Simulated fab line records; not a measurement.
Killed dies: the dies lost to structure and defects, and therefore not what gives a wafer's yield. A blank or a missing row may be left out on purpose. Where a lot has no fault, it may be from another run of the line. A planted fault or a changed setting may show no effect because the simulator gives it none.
A struck lot beside a sound one    flow sfq_line    14 out of 325 route steps
Sound: these wafers, L497.1, L497.2, L497.5. Wafers struck: L501.2, L501.4, L501.5. The cause is named last.
At each step with rows: each side's tool, then ch and its chambers, then its first start. Under that, the readings that differ: sound wafers    struck wafers    difference of the means    sigmas: that difference in standard deviations of wafers without a fault.
alike: readings whose means differ by less than 2 such deviations, and words and numbers that are the same on both sides. not compared: withheld readings, readings that some wafer has no value for, bounds like >300 that may hide the same value, and numbers for which the record gives no deviation and whose values overlap.
A row with sigmas, a row that says differs or no value, or rows on one side alone: a step with any of these is where the two part. Numbers that don't overlap but have no deviation are shown without sigmas and don't part them. A reading missing from all wafers of one side parts the sides only when that side holds two or more wafers.

first, 6 steps without rows for these wafers: SFQ_TRILAYER_M3_LITHO_COAT_080 (resist thk 62 nm); SFQ_TRILAYER_M3_LITHO_COAT_075 (resist thk 600 nm); SFQ_TRILAYER_M3_LITHO_SOFTBAKE_079; SFQ_TRILAYER_M3_LITHO_EXPOSE_076 (exposes mask M3, target cd 500 nm); SFQ_TRILAYER_M3_LITHO_PEB_078 (peb time 60 s); SFQ_TRILAYER_M3_LITHO_DEVELOP_077 (time 60 s).
SFQ_M3_OVL_MEAS_921:
  struck on overlay-02, day 38 05:39; sound on overlay-01, day 26 18:13
  alike: M3_OVL
SFQ_TRILAYER_M3_BARC_OPEN_METAL_ETCH_100: etches BARC in O2, target depth 125 nm, time 41.7 s.
  sound on rie_metal-04 ch 1, day 26 18:15; struck on rie_metal-02 ch 0, day 38 05:41
  alike: drypump_motor_current_A, oes_product_au
  not compared: rf_hours_counter_h
SFQ_TRILAYER_M3_ETCH_METAL_ETCH_078: etches Nb in Cl2/Ar, stops on SiO2, target depth 240 nm, time 120 s.
  sound on rie_metal-04 ch 1, day 26 18:22; struck on rie_metal-02 ch 0, day 38 05:44
  alike: drypump_motor_current_A, oes_product_au
  not compared: rf_hours_counter_h
SFQ_TRILAYER_M3_STRIP_STRIP_079: strips in O2.
  sound on rie_metal-04 ch 1, day 26 18:37; struck on rie_metal-02 ch 0, day 38 05:52
  alike: drypump_motor_current_A, oes_product_au
  not compared: rf_hours_counter_h
then, 1 step without rows for these wafers: SFQ_TRILAYER_M3_STRIP_SOLV_CLEAN_080 (cleans in NMP, time 600 s).
SFQ_TRILAYER_I3_DEP_PECVD_081: deposits SiO2 from SiH4/N2O, time 111.11 s, target thk 500 nm.
  sound on pecvd-02 ch 1,2, day 26 19:59; struck on pecvd-02 ch 0,2, day 38 06:38
reading                                              sound              struck             difference  sigmas
rf_fwd_power_W (W)                                   181.8 182.1 182.5  255.1 255.3 255.9  +73.3       +99 or more
showerhead_vpp_V (V)                                 906 830 914        1021 991 1064      +142        +3
model.SiO2_of_TRILAYER_I3_DEP_PECVD_081.thk_nm (nm)  497.8 499.1 506.7  556 561.8 558.5    +58         
  alike: heater_power_w, throttle_valve_pct
SFQ_TRILAYER_I3_CMP_CMP_082: polishes SiO2.
  sound on cmp-02 ch 1,2, day 28 10:08; struck on cmp-02 ch 0,1,3, day 38 07:49
reading                 sound        struck       difference  sigmas
time_to_endpoint_s (s)  213 213 215  257 250 255  +40         +6
  alike: motor_current_A
SFQ_I3_BOW_MEAS_922:
  struck on film_metro-02, day 38 10:20; sound on film_metro-02, day 28 13:08
  alike: I3_BOW

== WHERE THEY PART ==
First at SFQ_TRILAYER_I3_DEP_PECVD_081; last, within this record, at SFQ_TRILAYER_I3_CMP_CMP_082. Later steps at which nothing parts them and some readings are alike: SFQ_I3_BOW_MEAS_922.

WHY: what had been put in by the simulator
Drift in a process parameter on pecvd-02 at SFQ_TRILAYER_I3_DEP_PECVD_081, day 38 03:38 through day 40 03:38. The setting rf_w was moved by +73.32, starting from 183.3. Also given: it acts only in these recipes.
